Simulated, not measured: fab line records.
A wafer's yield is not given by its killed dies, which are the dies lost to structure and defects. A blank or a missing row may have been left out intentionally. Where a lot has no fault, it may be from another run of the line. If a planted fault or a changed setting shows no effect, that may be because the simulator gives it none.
fab line records	flow gf180mcu
record: lots: 14	wafers: 42	last_day: 34
route steps=602 shown M1@319 V1@339
lots with no fault: from the same line, run without faults
start_h: the number of hours between the record's first day and the start of the first shown wafer of the lot	wait_h: hours from the lot's prior step to this one	" same as the row above	L1.1+2: a single row standing in for several wafers	- no value present, or no start provided	* or withheld: withheld	< > ~ a bound
route shown NAME@n: NAME is a module with steps in the file, n the number in the route of the first one	usual: average and standard deviation across the fault-free wafers	same: alike in all rows	chamber/n: place in a boat	sites: each site's reading	_std_site: their standard deviation	_edge_site: outer sites' mean less inner sites'	radius_mm: how far each site lies from the wafer's centre	mask NAME#n: copy n	behind: the most recent tool/chamber to have shaped the wafer	hold: why the lot went on hold/how many hours it stayed there/how the hold came to an end	device: transistor that didn't switch, given as n, p or np	end of line: tests of these same wafers at the route's end	a step without rows: its recipe alone	killed: dies lost to structure and defects at the first sort, not the wafer's yield	map: the dies of a wafer, with x for killed, . for not killed, _ for no die there
set.NAME: the run value of the setting; set.NAME@STEP: its run value at that earlier step	model.NAME: the simulator's own value behind a step, which no gauge read
a sample of lots followed through the steps of the route, with each step as a table and each wafer as a row
services: when a tool's chamber went out of use (start_h, in hours from the record's first day, below 0 if earlier), for how many hours, and the reason
== steps ==
step: GF_M1_SPUTTER_04
recipe: material: TiN	target_thk_nm: 50	power_w: 6500	time_s: 41.7	chamber_pressure_pa: 0.4
usual: throttle_valve_pct: 30.0/1.2
lot.wafer	tool	chamber	start_h	wait_h	throttle_valve_pct
L178.1	pvd_sputter-03	-	378.46	0.0	31.2
L178.3	"	-	"	"	28.0
L178.6	"	-	"	"	28.2
L179.3	pvd_sputter-04	-	388.40	0.0	29.6
L179.4	"	-	"	"	29.8
L179.5	"	-	"	"	29.5
L180.1	pvd_sputter-04	-	394.99	0.0	30.0
L180.5	"	-	"	"	29.5
L180.6	"	-	"	"	30.5
L181.4	pvd_sputter-03	-	403.49	0.0	27.9
L181.5	"	-	"	"	27.8
L181.6	"	-	"	"	31.8
L183.3	pvd_sputter-04	-	426.11	0.0	29.5
L183.4	"	-	"	"	29.8
L183.5	"	-	"	"	29.9
L184.2	pvd_sputter-04	-	434.45	0.0	29.5
L184.3	"	-	"	"	30.5
L184.4	"	-	"	"	29.7
L187.1	pvd_sputter-02	-	470.09	0.0	30.6
L187.3	"	-	"	"	30.3
L187.4	"	-	"	"	32.3
L192.2	pvd_sputter-03	-	513.10	0.0	31.2
L192.3	"	-	"	"	29.0
L192.5	"	-	"	"	31.5
L193.4	pvd_sputter-03	-	515.94	0.0	29.2
L193.5	"	-	"	"	28.9
L193.6	"	-	"	"	31.1
L194.1	pvd_sputter-03	-	521.40	0.0	29.2
L194.3	"	-	"	"	31.4
L194.4	"	-	"	"	31.8
L195.1	pvd_sputter-03	-	527.54	0.0	28.1
L195.2	"	-	"	"	31.7
L195.4	"	-	"	"	31.4
L197.1	pvd_sputter-04	-	542.91	0.0	30.4
L197.2	"	-	"	"	29.8
L197.3	"	-	"	"	29.9
L198.2	pvd_sputter-03	-	549.71	0.0	31.2
L198.4	"	-	"	"	28.8
L198.6	"	-	"	"	28.9
L199.2	pvd_sputter-03	-	561.00	0.0	27.8
L199.4	"	-	"	"	31.6
L199.5	"	-	"	"	31.6
step: GF_V1_CMP_04
recipe: material: SiO2	down_force_psi: 4	platen_rpm: 60	pad_velocity_m_s: 0.94248
usual: motor_current_A: 12.5/1.4	platen_rpm: 60.00/0.04	time_to_endpoint_s: 76/5.8
lot.wafer	tool	chamber	start_h	wait_h	motor_current_A	platen_rpm	time_to_endpoint_s
L178.1	cmp-01	0	402.76	0.1	12.6	60.01	78
L178.3	"	2	"	"	10.9	60.02	69
L178.6	"	0	"	"	11.6	60.05	76
L179.3	cmp-02	2	412.28	0.0	15.1	60.02	77
L179.4	"	3	"	"	12.4	59.98	78
L179.5	"	3	"	"	12.0	59.96	83
L180.1	cmp-02	2	419.74	0.2	14.4	60.07	72
L180.5	"	3	"	"	12.4	59.95	79
L180.6	"	0	"	"	12.6	60.03	70
L181.4	cmp-02	1	428.53	0.1	10.8	60.02	83
L181.6	"	0	"	"	12.3	60.01	77
L181.5	"	1	"	"	10.5	60.05	82
L183.3	cmp-02	1	451.81	0.1	10.5	59.94	78
L183.4	"	3	"	"	11.6	60.02	86
L183.5	"	1	"	"	11.1	60.01	85
L184.4	cmp-02	1	459.64	0.0	10.7	59.88	77
L184.3	"	2	"	"	14.4	59.91	69
L184.2	"	0	"	"	13.3	59.95	76
L187.4	cmp-01	3	494.87	0.1	11.0	60.08	72
L187.1	"	0	"	"	11.6	60.00	73
L187.3	"	1	"	"	13.9	59.98	73
L192.3	cmp-01	0	537.61	0.1	12.7	60.01	82
L192.2	"	1	"	"	14.9	59.96	84
L192.5	"	3	"	"	11.9	59.94	86
L193.4	cmp-02	0	540.15	0.1	13.5	60.01	82
L193.6	"	3	"	"	12.7	59.98	88
L193.5	"	0	"	"	13.3	59.98	78
L194.1	cmp-01	3	545.77	0.1	11.2	60.07	77
L194.3	"	0	"	"	12.1	60.03	70
L194.4	"	1	"	"	14.6	60.08	82
L195.2	cmp-02	1	551.21	0.0	10.2	60.04	70
L195.4	"	3	"	"	12.6	59.96	80
L195.1	"	0	"	"	13.0	60.06	74
L197.2	cmp-02	1	566.57	0.1	11.1	60.00	66
L197.1	"	2	"	"	14.0	59.98	65
L197.3	"	3	"	"	11.9	60.04	60
L198.4	cmp-01	0	572.76	0.0	12.2	60.04	84
L198.2	"	3	"	"	11.7	60.07	79
L198.6	"	0	"	"	12.4	60.02	86
L199.4	cmp-01	2	584.38	0.1	11.6	60.02	76
L199.2	"	3	"	"	11.5	59.99	67
L199.5	"	1	"	"	13.9	60.01	70
step: GF_V1_EXPOSE_11
recipe: mask_id: Via1	target_cd_nm: 260	na: 0.68	source_shape: conventional	sigma_outer: 0.6	dose_mj: 38
usual: exposure_dose_mJ_cm2: 37.97/0.043	focus_offset_nm: 0.0/0.52	reticle_temp_C: 23.00/0.1	stage_vel_mm_s: 500.04/0.21
lot.wafer	tool	chamber	start_h	wait_h	mask	exposure_dose_mJ_cm2	focus_offset_nm	reticle_temp_C	stage_vel_mm_s
L178.1	krf_scanner-01	0	414.91	-	Via1#0	37.98	0.2	23.20	500.33
L178.3	"	0	"	"	Via1#0	37.95	0.2	23.01	500.28
L178.6	"	0	"	"	Via1#0	37.95	-0.2	23.00	500.16
L179.3	krf_scanner-02	0	424.54	-	Via1#0	37.95	0.0	23.01	500.27
L179.4	"	0	"	"	Via1#0	37.96	0.1	23.07	500.19
L179.5	"	0	"	"	Via1#0	37.93	-0.7	23.06	500.04
L180.1	krf_scanner-02	0	431.91	-	Via1#0	38.01	0.1	23.07	500.03
L180.5	"	0	"	"	Via1#0	38.05	0.3	23.07	500.01
L180.6	"	0	"	"	Via1#0	38.04	0.8	22.93	500.04
L181.4	krf_scanner-02	0	441.12	-	Via1#0	37.95	0.4	23.07	500.05
L181.5	"	0	"	"	Via1#0	37.92	0.2	22.86	500.02
L181.6	"	0	"	"	Via1#0	37.94	0.0	23.04	500.19
L183.3	krf_scanner-02	0	464.51	-	Via1#0	37.99	0.0	23.03	499.83
L183.4	"	0	"	"	Via1#0	38.00	-0.4	22.94	500.17
L183.5	"	0	"	"	Via1#0	38.02	-1.3	22.86	499.90
L184.2	krf_scanner-01	0	472.34	-	Via1#0	37.92	0.3	22.99	500.07
L184.3	"	0	"	"	Via1#0	37.99	0.3	22.96	500.41
L184.4	"	0	"	"	Via1#0	38.02	0.5	23.12	500.01
L187.1	krf_scanner-02	0	507.31	-	Via1#0	37.98	-0.2	23.00	499.85
L187.3	"	0	"	"	Via1#0	38.02	0.9	23.01	499.96
L187.4	"	0	"	"	Via1#0	37.98	-0.7	23.12	499.66
L192.2	krf_scanner-01	0	549.41	-	Via1#0	37.93	-0.7	22.84	500.20
L192.3	"	0	"	"	Via1#0	37.95	-0.5	22.75	500.03
L192.5	"	0	"	"	Via1#0	37.94	-0.3	22.93	499.84
L193.4	krf_scanner-01	-	551.48	-	Via1#0	-	-	-	-
L193.5	"	-	"	"	Via1#0	-	-	-	-
L193.6	"	-	"	"	Via1#0	-	-	-	-
L194.1	krf_scanner-01	-	557.31	-	Via1#0	-	-	-	-
L194.3	"	-	"	"	Via1#0	-	-	-	-
L194.4	"	-	"	"	Via1#0	-	-	-	-
L195.1	krf_scanner-01	0	562.85	-	Via1#0	37.92	0.1	22.98	499.86
L195.2	"	0	"	"	Via1#0	37.93	-0.6	23.00	500.00
L195.4	"	0	"	"	Via1#0	37.93	1.0	22.84	500.09
L197.1	krf_scanner-01	0	577.49	-	Via1#0	37.92	-0.9	23.09	500.20
L197.2	"	0	"	"	Via1#0	37.94	-0.5	23.08	499.87
L197.3	"	0	"	"	Via1#0	37.91	0.0	23.26	500.09
L198.2	krf_scanner-02	0	584.25	-	Via1#0	37.87	0.1	22.82	499.57
L198.4	"	0	"	"	Via1#0	37.97	-0.7	22.91	499.69
L198.6	"	0	"	"	Via1#0	38.00	0.3	22.90	499.75
L199.2	krf_scanner-02	0	595.57	-	Via1#0	37.98	0.1	22.97	499.95
L199.4	"	0	"	"	Via1#0	38.03	0.7	23.14	499.93
L199.5	"	0	"	"	Via1#0	38.00	0.5	23.20	499.95
step: GF_V1_CD_MEAS_14
recipe: target_cd_nm: 260
usual: cd_nm: 260.5/1.4
lot.wafer	tool	chamber	start_h	wait_h	cd_nm
L178.1	cd_sem-01	-	426.32	0.1	262.0
L178.3	"	-	"	"	261.8
L178.6	"	-	"	"	262.4
L179.3	cd_sem-02	-	436.34	0.1	261.1
L179.4	"	-	"	"	262.4
L179.5	"	-	"	"	262.1
L180.1	cd_sem-01	-	443.31	0.1	260.1
L180.5	"	-	"	"	261.3
L180.6	"	-	"	"	261.3
L181.4	cd_sem-01	-	453.37	0.1	260.2
L181.5	"	-	"	"	259.7
L181.6	"	-	"	"	258.7
L183.3	cd_sem-01	-	476.60	0.1	261.2
L183.4	"	-	"	"	260.9
L183.5	"	-	"	"	261.5
L184.2	cd_sem-02	-	484.57	0.1	262.1
L184.3	"	-	"	"	262.3
L184.4	"	-	"	"	262.1
L187.1	cd_sem-02	-	518.33	0.1	259.7
L187.3	"	-	"	"	260.0
L187.4	"	-	"	"	258.6
L192.2	cd_sem-02	-	560.62	0.1	258.7
L192.3	"	-	"	"	257.8
L192.5	"	-	"	"	259.9
L193.4	cd_sem-02	-	562.32	0.1	-
L193.5	"	-	"	"	-
L193.6	"	-	"	"	-
L194.1	cd_sem-01	-	567.96	0.1	-
L194.3	"	-	"	"	-
L194.4	"	-	"	"	-
L195.1	cd_sem-01	-	573.56	0.1	259.8
L195.2	"	-	"	"	260.5
L195.4	"	-	"	"	258.1
L197.1	cd_sem-01	-	588.60	0.1	258.2
L197.2	"	-	"	"	257.5
L197.3	"	-	"	"	257.5
L198.2	cd_sem-01	-	594.49	0.1	259.8
L198.4	"	-	"	"	260.4
L198.6	"	-	"	"	260.4
L199.2	cd_sem-02	-	605.78	0.1	258.6
L199.4	"	-	"	"	260.2
L199.5	"	-	"	"	260.9
== services ==
tool	chamber	start_h	hours	kind
cmp-02	-	355.73	0.2	repair
pvd_sputter-03	-	358.13	2.6	repair
cmp-01	-	384.68	1.1	repair
cmp-01	-	400.36	1.6	repair
cmp-02	-	404.09	4.0	pm
pvd_sputter-03	-	414.66	9.9	repair
krf_scanner-02	-	419.49	1.0	pm
krf_scanner-02	-	445.20	1.3	pm
krf_scanner-01	-	450.11	0.8	pm
krf_scanner-01	-	451.09	1.2	repair
krf_scanner-01	-	465.09	1.0	pm
cmp-01	-	471.03	2.5	repair
cmp-01	-	473.19	0.7	repair
krf_scanner-01	-	474.65	1.3	pm
cmp-02	-	492.95	16.0	repair
cmp-02	-	508.92	4.4	pm
krf_scanner-01	-	517.09	0.7	repair
krf_scanner-02	-	522.13	0.8	pm
krf_scanner-02	-	528.03	0.8	pm
pvd_sputter-03	-	551.42	1.7	repair
cmp-02	-	573.08	1.3	repair
krf_scanner-01	-	574.90	0.3	repair
krf_scanner-02	-	588.49	1.0	pm
krf_scanner-01	-	595.40	0.7	repair
== key ==
first_sign: step: GF_V1_EXPOSE_11	reading: tool_record	direction: missing
effect none on later readings
met_at GF_V1_EXPOSE_11
struck_lots L193,L194
later_rows_left_out L193.4,L193.5,L193.6,L194.1,L194.3,L194.4
sort_left_out L193.4,L193.5,L193.6,L194.1,L194.3,L194.4
not_acting_at GF_M1_SPUTTER_04,GF_V1_CMP_04,GF_V1_CD_MEAS_14
onset_between 549.41 551.48
fault: kind: skipped_step_whole	tool: krf_scanner-01	chamber: -	onset_h: 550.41	steps: GF_V1_EXPOSE_11	scope: struck_lots_only
sort_left_out: the simulated sort isn't trusted on such a fault, so these wafers' sort isn't shown, and their yield isn't known
later_rows_left_out: the simulator's readings of these wafers behind a module that went badly wrong aren't trusted and aren't shown, but for the sort
